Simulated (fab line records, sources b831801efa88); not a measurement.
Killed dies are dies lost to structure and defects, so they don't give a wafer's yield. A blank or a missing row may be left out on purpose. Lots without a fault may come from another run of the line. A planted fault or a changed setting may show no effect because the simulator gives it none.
fab line records | flow sky130 | part 2 of 2: steps 24 to 33 of 33
record lots=5 wafers=15 last_day=50
route steps=708 shown LDD_N@237 LDD_P@255 LDD_HVN@267
lots that met no fault: from a run of the same line without faults
start_h: hours from the record's first day to the start of the lot's first wafer shown | wait_h: hours since the lot's step before | " the same as in the row above | L1.1+2: a row that stands for several wafers | - no value, or no start given | * or withheld: withheld | < > ~ a bound
route shown NAME@n: a module of which the file shows steps, and the number in the route of the first | usual: mean/standard deviation of fault-free wafers | same: alike in all rows | chamber/n: place in a boat | sites: the reading at each site | _std_site: their standard deviation | _edge_site: outer sites' mean less inner sites' | radius_mm: how far each site lies from the wafer's centre | mask NAME#n: copy n | behind: the tool/chamber that last shaped the wafer | hold: why the lot was held/for how many hours/how that ended | device: the transistor (n, p or np) that didn't switch | end of line: the same wafers' tests at the end of the route | a step without rows: its recipe alone | killed: dies lost to structure and defects at the first sort, not the wafer's yield | map: a wafer's dies, x killed, . not, _ none there
set.NAME: the setting as run; set.NAME@STEP: as run at that earlier step | model.NAME: the simulator's own value behind a step, which no gauge read
lots at some steps of the route; a table a step, a row a wafer
services: from which hour (start_h, from the record's first day; less than 0 if before it) a tool's chamber was out of use, for how many hours, and why
## steps
# step SKY_LDD_P_PEB_05
# recipe temp_c=withheld time_s=* resist=NOVOLAK
# usual exhaust_pa=45.0/1.1
# columns lot.wafer tool chamber start_h wait_h exhaust_pa
L075.2 litho_track-03 0 - - 45.1
L075.3 " 0 " " 44.9
L075.4 " 0 " " 44.9
L077.1 litho_track-03 0 - - 44.1
L077.2 " 0 " " 45.2
L077.3 " 0 " " 44.9
L084.2 litho_track-04 0 - - 45.0
L084.3 " 0 " " 46.3
L084.5 " 0 " " 45.1
L090.3 litho_track-03 0 - - 46.0
L090.4 " 0 " " 45.2
L090.6 " 0 " " 46.0
L096.1 litho_track-04 0 - - 45.3
L096.3 " 0 " " 44.3
L096.5 " 0 " " 44.4
# step SKY_LDD_P_DEVELOP_06
# recipe resist=NOVOLAK developer=TMAH develop_time_s=60 dev_temp_c=23
# usual exhaust_pa=45.0/0.81
# columns lot.wafer tool chamber start_h wait_h exhaust_pa
L075.2 litho_track-03 0 434.41 0.1 45.3
L075.3 " 0 " " 45.8
L075.4 " 0 " " 44.8
L077.1 litho_track-03 0 449.83 0.1 44.5
L077.2 " 0 " " 45.1
L077.3 " 0 " " 44.3
L084.2 litho_track-04 0 526.66 0.1 44.8
L084.3 " 0 " " 45.5
L084.5 " 0 " " 45.3
L090.3 litho_track-03 0 574.33 0.1 44.0
L090.4 " 0 " " 44.1
L090.6 " 0 " " 43.7
L096.1 litho_track-04 0 620.79 0.1 45.3
L096.3 " 0 " " 46.8
L096.5 " 0 " " 45.3
# step SKY_LDD_P_CD_MEAS_07
# recipe target_cd_nm=380
# usual cd_nm=380.1/2.9
# columns lot.wafer tool chamber start_h wait_h cd_nm
L075.2 cd_sem-01 - 434.55 0.1 379.8
L075.3 " - " " 377.1
L075.4 " - " " 378.4
L077.1 cd_sem-01 - 449.98 0.1 380.3
L077.2 " - " " 380.1
L077.3 " - " " 381.2
L084.2 cd_sem-01 - 526.81 0.1 382.1
L084.3 " - " " 384.4
L084.5 " - " " 382.0
L090.3 cd_sem-01 - 574.47 0.1 383.6
L090.4 " - " " 382.2
L090.6 " - " " 381.5
L096.1 cd_sem-02 - 620.94 0.1 383.5
L096.3 " - " " 384.6
L096.5 " - " " 383.9
# step SKY_LDD_P_OVL_MEAS_08
# usual LDD_P_OVL=-0.9/1.3
# columns lot.wafer tool chamber start_h wait_h LDD_P_OVL[nm]
L075.2 overlay-01 - 434.66 0.1 -0.4
L075.3 " - " " -0.4
L075.4 " - " " -2.8
L077.1 overlay-01 - 450.10 0.1 -1.3
L077.2 " - " " -1.4
L077.3 " - " " -0.2
L084.2 overlay-01 - 526.91 0.1 -1.0
L084.3 " - " " -2.3
L084.5 " - " " -1.7
L090.3 overlay-02 - 574.56 0.1 0.9
L090.4 " - " " -0.9
L090.6 " - " " -0.7
L096.1 overlay-01 - 621.06 0.1 -0.5
L096.3 " - " " -1.3
L096.5 " - " " -2.1
# step SKY_LDD_P_IMPLANT_09
# recipe species=BF2 energy_kev=25 dose_cm2=1e+13 tilt_deg=withheld
# usual dose_ions_cm2=1.0001e+13/9.9e+09 faraday_current_uA=56.4/1.2
# columns lot.wafer tool chamber start_h wait_h dose_ions_cm2 faraday_current_uA
L075.2 implanter-02 0 434.71 0.0 1.0002e+13 58.2
L075.3 " 0 " " 9.99e+12 55.0
L075.4 " 0 " " 1.0012e+13 56.8
L077.1 implanter-02 0 450.14 0.0 1.001e+13 56.4
L077.2 " 0 " " 9.983e+12 56.0
L077.3 " 0 " " 1.0005e+13 57.0
L084.2 implanter-01 0 526.97 0.0 1.0013e+13 57.4
L084.3 " 0 " " 1.001e+13 56.9
L084.5 " 0 " " 1.0013e+13 57.8
L090.3 implanter-01 0 574.64 0.1 1.0007e+13 56.1
L090.4 " 0 " " 9.991e+12 53.6
L090.6 " 0 " " 9.995e+12 57.1
L096.1 implanter-01 0 621.09 0.0 9.995e+12 55.2
L096.3 " 0 " " 9.99e+12 55.4
L096.5 " 0 " " 9.999e+12 56.2
# step SKY_LDD_P_STRIP_10
# recipe chemistry=O2/N2 power_w=1400 pressure_mtorr=1500 platen_temp_c=withheld o2_flow_sccm=3000 n2_flow_sccm=300 overash_fraction=0.5
# usual chamber_pressure_mTorr=1499.8/1.4 drypump_motor_current_A=5.6/0.32 oes_product_au=0.716/0.0048 strip_time_to_endpoint_s=14.18/0.05
# columns lot.wafer tool chamber start_h wait_h chamber_pressure_mTorr drypump_motor_current_A oes_product_au rf_hours_counter_h strip_time_to_endpoint_s
L075.2 plasma_asher-04 0 434.84 0.1 1499.0 5.8 0.718 31 14.21
L075.3 " 0 " " 1499.9 5.8 0.716 - 14.20
L075.4 " 1 " " 1499.5 6.2 0.714 - 14.24
L077.1 plasma_asher-02 0 450.29 0.1 1497.9 5.9 0.713 2 14.20
L077.2 " 1 " " 1498.5 5.1 0.725 2 14.23
L077.3 " 0 " " 1499.1 5.8 0.704 - 14.20
L084.2 plasma_asher-03 1 527.09 0.1 1496.6 5.5 0.725 81 14.21
L084.3 " 0 " " 1498.2 5.7 0.720 - 14.22
L084.5 " 0 " " 1498.9 5.7 0.707 - 14.23
L090.3 plasma_asher-03 1 574.77 0.1 1499.2 5.4 0.723 - 14.18
L090.4 " 0 " " 1499.7 5.7 0.717 - 14.22
L090.6 " 1 " " 1497.3 5.5 0.716 - 14.20
L096.1 plasma_asher-02 1 621.24 0.1 1499.1 5.1 0.716 19 14.20
L096.3 " 0 " " 1500.9 5.9 0.714 - 14.22
L096.5 " 0 " " 1500.8 5.9 0.712 - 14.16
# step SKY_LDD_P_TW_MEAS_11
# usual LDD_P_TW=632/6.4
# columns lot.wafer tool chamber start_h wait_h LDD_P_TW
L075.2 film_metro-02 - 434.95 0.1 636
L075.3 " - " " 633
L075.4 " - " " 633
L077.1 film_metro-01 - 450.39 0.1 640
L077.2 " - " " 644
L077.3 " - " " 641
L084.2 film_metro-02 - 527.20 0.1 632
L084.3 " - " " 632
L084.5 " - " " 633
L090.3 film_metro-02 - 574.86 0.1 638
L090.4 " - " " 638
L090.6 " - " " 638
L096.1 film_metro-03 - 621.34 0.1 630
L096.3 " - " " 627
L096.5 " - " " 627
# step SKY_LDD_HVN_DEHYDRATE_00
# recipe temp_c=200 time_s=60
# usual exhaust_pa=45.1/0.89
# columns lot.wafer tool chamber start_h wait_h exhaust_pa
L075.2 litho_track-04 0 449.76 14.8 45.4
L075.3 " 0 " " 45.3
L075.4 " 0 " " 43.8
L077.1 litho_track-04 0 464.59 14.2 45.0
L077.2 " 0 " " 45.5
L077.3 " 0 " " 44.6
L084.2 litho_track-01 0 542.03 14.8 46.4
L084.3 " 0 " " 45.2
L084.5 " 0 " " 46.5
L090.3 litho_track-04 0 588.79 13.9 46.1
L090.4 " 0 " " 45.5
L090.6 " 0 " " 45.6
L096.1 litho_track-02 0 636.02 14.7 44.6
L096.3 " 0 " " 43.4
L096.5 " 0 " " 45.0
# step SKY_LDD_HVN_HMDS_01
# recipe prime_time_s=60 prime_temp_c=120
# usual exhaust_pa=45.2/0.9 prime_temp_c=120.00/0.14
# columns lot.wafer tool chamber start_h wait_h exhaust_pa prime_temp_c
L075.2 litho_track-04 0 449.91 0.1 46.5 120.10
L075.3 " 0 " " 47.4 120.25
L075.4 " 0 " " 45.0 120.19
L077.1 litho_track-04 0 464.74 0.1 45.0 120.00
L077.2 " 0 " " 45.4 120.08
L077.3 " 0 " " 46.3 119.99
L084.2 litho_track-01 0 542.18 0.1 45.2 120.23
L084.3 " 0 " " 44.8 120.03
L084.5 " 0 " " 45.4 120.04
L090.3 litho_track-04 0 588.94 0.1 45.0 119.81
L090.4 " 0 " " 44.8 119.94
L090.6 " 0 " " 45.6 120.09
L096.1 litho_track-02 0 636.17 0.1 45.4 120.08
L096.3 " 0 " " 45.4 119.77
L096.5 " 0 " " 44.9 120.15
# step SKY_LDD_HVN_COAT_02
# recipe resist=NOVOLAK spin_rpm=3000 resist_thk_nm=300
# usual exhaust_pa=45.2/0.9
# columns lot.wafer tool chamber start_h wait_h exhaust_pa
L075.2 litho_track-04 0 450.06 0.1 45.8
L075.3 " 0 " " 45.2
L075.4 " 0 " " 44.4
L077.1 litho_track-04 0 464.89 0.1 45.4
L077.2 " 0 " " 46.6
L077.3 " 0 " " 46.7
L084.2 litho_track-01 0 542.33 0.1 45.3
L084.3 " 0 " " 44.9
L084.5 " 0 " " 45.4
L090.3 litho_track-04 0 589.09 0.1 45.7
L090.4 " 0 " " 43.9
L090.6 " 0 " " 43.9
L096.1 litho_track-02 0 636.32 0.1 44.9
L096.3 " 0 " " 44.3
L096.5 " 0 " " 45.3
## services
# columns tool chamber start_h hours kind
implanter-01 - 368.88 3.2 pm
plasma_asher-02 - 377.76 0.6 repair
iline_stepper-01 - 378.22 2.6 repair
iline_stepper-02 - 380.90 1.7 pm
implanter-01 - 395.23 2.4 repair
implanter-04 - 404.03 3.2 repair
implanter-01 - 417.49 65.9 pm
plasma_asher-02 - 421.25 9.0 pm
plasma_asher-02 - 433.32 1.2 repair
plasma_asher-03 - 468.31 28.1 pm
implanter-01 - 506.01 2.6 repair
plasma_asher-03 - 510.57 2.8 pm
implanter-04 - 532.47 1.2 repair
iline_stepper-02 - 549.78 2.1 pm
implanter-03 - 550.90 5.9 repair
plasma_asher-02 - 559.34 2.8 pm
iline_stepper-01 - 575.26 6.2 repair
implanter-03 - 576.09 0.7 repair
implanter-04 - 579.97 2.9 pm
iline_stepper-01 - 585.20 4.4 pm
implanter-03 - 588.69 5.3 pm
plasma_asher-02 - 604.04 1.7 repair
implanter-03 - 608.12 4.9 pm
implanter-04 - 636.03 2.0 repair
